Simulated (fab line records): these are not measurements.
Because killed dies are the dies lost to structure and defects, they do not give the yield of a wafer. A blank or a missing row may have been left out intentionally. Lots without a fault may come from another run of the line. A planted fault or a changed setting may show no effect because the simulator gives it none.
Comparing a struck lot with a sound one    flow sky130    16 out of 708 route steps
Sound: these wafers, L404.2, L404.5, L404.6. Struck: wafer L414.5. (L414.6 of the same lot was not struck and is left out.) The cause comes at the end.
For every step that has rows: the tool of each side, followed by ch and its chambers, followed by its first start. Under that, the readings that differ: sound wafers    struck wafers    difference of the means    sigmas: that difference in standard deviations of wafers without a fault.
alike: readings with means less than 2 such deviations apart, plus words and numbers identical on both sides. not compared: withheld readings, readings lacking a value on some wafer, bounds such as >300 that could conceal the same value, and numbers that have no deviation in the record and whose values overlap.
The two part at a step that has a row with sigmas, a row that says differs or no value, or rows on one side only. Numbers that have no deviation but don't overlap get no sigmas and don't part them. Lack of a reading on every wafer of one side parts them only where that side has two or more wafers.

first, 1 step without rows for these wafers: SKY_FIELD_ISO_CVD_03 (deposits Si3N4 from DCS/NH3, target thk 165 nm, time 2830 s).
SKY_FIELD_ISO_THK_MEAS_04:
  sound on filmMetro-04, day 1 18:48; struck on filmMetro-02, day 3 20:31
  alike: FIELD_ISO_CVD_03_THK
then, 8 steps without rows for these wafers: SKY_FIELD_ISO_DEHYDRATE_05 (time 60 s); SKY_FIELD_ISO_HMDS_06 (prime time 60 s); SKY_FIELD_ISO_COAT_07 (resist thk 60 nm); SKY_FIELD_ISO_COAT_08 (resist thk 450 nm); SKY_FIELD_ISO_SOFTBAKE_09 (time 90 s); SKY_FIELD_ISO_EXPOSE_10 (exposes mask FOM, target cd 150 nm); SKY_FIELD_ISO_PEB_11; SKY_FIELD_ISO_DEVELOP_12 (develop time 60 s).
SKY_FIELD_ISO_CD_MEAS_13 targets a cd of 150 nm.
  sound on cdSem-02, day 2 09:54; struck on cdSem-02, day 4 13:44
  alike: cdNm
SKY_FIELD_ISO_ETCH_14: etches BARC in N2/H2, stops on SiO2, time 45.9 s, target depth 60 nm.
  sound on rieDiel-02 ch 0,1,2, day 2 10:00; struck on rieDiel-02 ch 0, day 4 13:47
reading               sound                 struck  difference  sigmas
throttleValvePct (%)  13.230 13.236 13.253  13.221  -0.019      -2
  alike: drypumpMotorCurrentA, oesProductAu
  not compared: rfHoursCounterH
SKY_FIELD_ISO_ETCH_15: etches the open film in CHF3/O2, stops on Si, target depth 180 nm, time 72 s.
  sound on rieDiel-02 ch 0,1,2, day 2 10:03; struck on rieDiel-02 ch 0, day 4 13:50
reading                                          sound              struck  difference  sigmas
oesProductAu (a.u.)                              0.953 0.945 0.951  0.715   -0.235      -39
throttleValvePct (%)                             8.848 8.856 8.843  8.765   -0.084      -9
model.KrF-thick_of_FIELD_ISO_COAT_08.thkNm (nm)  233.3 239.5 235.9  307.1   +70.9       
  alike: chf3FlowSccm, drypumpMotorCurrentA
  not compared: rfHoursCounterH
SKY_FIELD_ISO_STRIP_16: strips in O2/N2.
  sound on plasmaAsher-02 ch 0,1, day 2 10:06; struck on plasmaAsher-01 ch 1, day 4 13:56
reading                   sound              struck  difference  sigmas
oesProductAu (a.u.)       0.372 0.378 0.376  0.409   +0.034      +7
stripTimeToEndpointS (s)  3.513 3.595 3.543  4.301   +0.751      +28
  alike: drypumpMotorCurrentA
  not compared: rfHoursCounterH
SKY_FIELD_ISO_ETCH_17: etches Si in HBr/Cl2/O2, target depth 342 nm, time 97.7 s.
  sound on rieSi-02 ch 2,3, day 2 10:12; struck on rieSi-02 ch 3, day 4 14:00
  alike: drypumpMotorCurrentA, oesProductAu, throttleValvePct
  not compared: rfHoursCounterH
-- record jumps: 44 days separate the struck wafers' starts on either side; left off in module FIELD_ISO, taken up again in module PAD_OPEN, whose first shown step is the route's number 708 --
SKY_PAD_OPEN_PROBE_99:
  sound on prober-02, day 45 22:12; struck on prober-02, day 48 08:40
reading           sound     struck  difference  sigmas
killedAtFrontEnd  15 11 10  410     +398        +90
killedDies        79 91 80  492     +409        +45
killedOnRim       15 21 14  96      +79         +23
  alike: killed_at_M0_to_M3, killed_at_M4_up, killedAtContacts, killedAtOther, killedOpen, killedShort

## WHERE THEY PART
First at SKY_FIELD_ISO_ETCH_14; last, within this record, at SKY_PAD_OPEN_PROBE_99.

WHY: what had been put in by the simulator
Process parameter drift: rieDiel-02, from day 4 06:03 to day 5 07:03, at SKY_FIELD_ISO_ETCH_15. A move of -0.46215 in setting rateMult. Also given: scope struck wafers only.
